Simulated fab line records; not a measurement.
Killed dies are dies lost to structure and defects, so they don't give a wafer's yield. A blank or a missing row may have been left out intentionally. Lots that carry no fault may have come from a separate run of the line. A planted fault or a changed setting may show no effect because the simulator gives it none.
Which tool was responsible?    flow sky130    14 lots, 42 wafers sampled, at 5 steps of a route of 708

== WHAT THE GAUGES SHOWED, per wafer ==
SKY_FIELD_ISO_THK_MEAS_02. Usual: FIELD_ISO_OXIDATION_00_THK gives 12.06 nm (standard deviation 0.22).
lot   measured     on             FIELD_ISO_OXIDATION_00_THK (nm)  flag
L182  day 2 01:37  film metro-03  12.08 12.11 12.07                
L183  day 2 03:07  film metro-03  12.13 12.15 12.05                
L184  day 2 08:28  film metro-03  11.88 12.05 12.17                
L185  day 2 12:38  film metro-02  12.07 12.01 12.27                
L186  day 2 19:50  film metro-01  11.85 11.70 11.81                
L187  day 3 04:12  film metro-02  12.12 12.37 12.29                
L188  day 3 04:14  film metro-03  12.05 11.99 11.94                
L190  day 3 14:53  film metro-03  12.05 11.75 11.92                
L193  day 4 06:34  film metro-03  12.40 12.32 12.35                
L198  day 5 05:38  film metro-03  12.19 12.09 11.98                
L200  day 5 17:55  film metro-03  12.13 12.14 12.13                
L201  day 5 21:51  film metro-02  11.95 11.92 12.19                
L202  day 6 06:19  film metro-02  12.60 12.31 12.42                
L203  day 6 09:21  film metro-03  11.68 11.78 11.95                

SKY_NWELL_OVL_MEAS_23. Usual: NWELL_01_OVL gives -0.7 nm (standard deviation 1.4).
lot   measured      on          NWELL_01_OVL (nm)  flag
L182  day 6 09:22   overlay-02  -1.1 -1.7 -2.6     
L183  day 6 08:46   overlay-01  0.3 0.1 -0.1       
L184  day 6 16:11   overlay-02  -0.6 -1.7 -1.9     
L185  day 6 17:47   overlay-01  1.4 3.4 1.5        
L186  day 6 21:57   overlay-02  -0.7 0.4 -0.2      
L187  day 7 08:49   overlay-02  -2.8 -3.6 -3.9     
L188  day 7 14:03   overlay-02  - - -              OFF
L190  day 8 01:25   overlay-02  - - -              OFF
L193  day 8 22:08   overlay-02  1.3 0.4 2.7        
L198  day 10 05:08  overlay-02  -2.2 -0.9 -2.6     
L200  day 10 16:59  overlay-01  -1.4 -0.7 -1.2     
L201  day 10 19:38  overlay-02  -3.0 -1.8 -2.0     
L202  day 11 03:29  overlay-01  0.6 -0.3 0.5       
L203  day 11 10:13  overlay-01  -1.1 1.4 -0.1      

SKY_VT_ADJUST_NCORE_OVL_MEAS_08. Usual: VT_ADJUST_NCORE_OVL gives -0.1 nm (standard deviation 1.5).
lot   measured      on          VT_ADJUST_NCORE_OVL (nm)  flag
L182  day 9 20:50   overlay-01  1.8 0.8 -0.4              
L183  day 9 20:22   overlay-01  -1.0 -1.4 0.2             
L184  day 10 04:43  overlay-01  1.4 2.6 -1.3              
L185  day 10 07:07  overlay-02  -1.0 0.9 2.0              
L186  day 10 10:15  overlay-02  0.8 1.5 -1.2              
L187  day 10 23:53  overlay-02  0.8 1.5 2.2               
L188  day 11 09:10  overlay-02  -0.4 -0.5 -1.9            
L190  day 11 23:07  overlay-01  -1.6 -1.6 0.2             
L193  day 12 22:18  overlay-01  -0.4 -0.6 -0.1            
L198  day 14 13:04  overlay-01  0.8 1.2 0.7               
L200  day 15 02:42  overlay-01  -0.9 0.6 0.6              
L201  day 15 05:52  overlay-02  2.0 4.3 1.7               
L202  day 15 17:07  overlay-01  -2.5 -3.5 -2.9            
L203  day 16 00:28  overlay-01  0.1 -1.2 -1.8             

SKY_RES_XHIGH_TW_MEAS_09. Usual: RES_XHIGH_TW gives 1635 (standard deviation 12).
lot   measured      on             RES_XHIGH_TW    flag
L182  day 28 11:41  film metro-04  1644 1659 1645  
L183  day 28 07:46  film metro-02  1629 1628 1621  
L184  day 28 22:02  film metro-01  1642 1630 1632  
L185  day 28 23:54  film metro-02  1623 1629 1627  
L186  day 29 07:51  film metro-04  1652 1648 1645  
L187  day 29 20:52  film metro-04  1645 1653 1640  
L188  day 30 08:20  film metro-01  1634 1628 1628  
L190  day 30 21:49  film metro-04  1631 1638 1631  
L193  day 31 22:48  film metro-02  1629 1630 1632  
L198  day 33 12:47  film metro-02  1644 1628 1633  
L200  day 33 23:14  film metro-01  1621 1624 1620  
L201  day 34 01:54  film metro-01  1626 1631 1626  
L202  day 34 08:57  film metro-04  1641 1637 1648  
L203  day 34 23:34  film metro-01  1617 1629 1630  

== EACH LOT AND THE TOOL THAT RAN IT (in order: tool; ch and the chambers of the sampled wafers; start) ==
lot   SKY_NWELL_DEVELOP_22
L182  litho track-02 ch 0, day 6 09:00
L183  litho track-03 ch 0, day 6 08:00
L184  litho track-01 ch 0, day 6 16:00
L185  litho track-02 ch 0, day 6 17:00
L186  litho track-03 ch 0, day 6 21:00
L187  litho track-03 ch 0, day 7 08:00
L188  litho track-03 ch 0, day 7 13:00
L190  litho track-03 ch 0, day 8 01:00
L193  litho track-01 ch 0, day 8 21:00
L198  litho track-02 ch 0, day 10 04:00
L200  litho track-01 ch 0, day 10 16:00
L201  litho track-02 ch 0, day 10 19:00
L202  litho track-01 ch 0, day 11 03:00
L203  litho track-03 ch 0, day 11 10:00
- SKY_NWELL_DEVELOP_22: develop time 60 s.

== AS READ BY THE TOOLS THEMSELVES (means over the sampled wafers that have a number; for cases with no such wafer, the mark the record gives instead) ==
The record holds no such reading with a usual standard deviation.

== THE ANSWER, worked out from the rows above alone ==
Rule: take the mean of a lot's wafers that have a number; if it is more than 3 standard deviations from the usual mean, the lot is off. Also off: a lot with no number at a reading for which 4 or more lots have one. All remaining lots with rows at the step are treated as sound. After the gauges, taken in route order, come the tools' own readings; for these a lot's mean is taken, as printed above. At the first step where some lot is off, the reading lying furthest off is the one used; lots without a number count as furthest.
Off: L188, L190, seen at SKY_NWELL_OVL_MEAS_23 (NWELL_01_OVL). Without a number there: L188, L190.
If a tool, at a process step before that reading, ran all the lots that are off and no sound lot after the first of them, it fits. The gauges at SKY_NWELL_OVL_MEAS_23 are tried like those tools. No candidate that was tried fits.

== WHAT HAD BEEN PUT IN BY THE SIMULATOR ==
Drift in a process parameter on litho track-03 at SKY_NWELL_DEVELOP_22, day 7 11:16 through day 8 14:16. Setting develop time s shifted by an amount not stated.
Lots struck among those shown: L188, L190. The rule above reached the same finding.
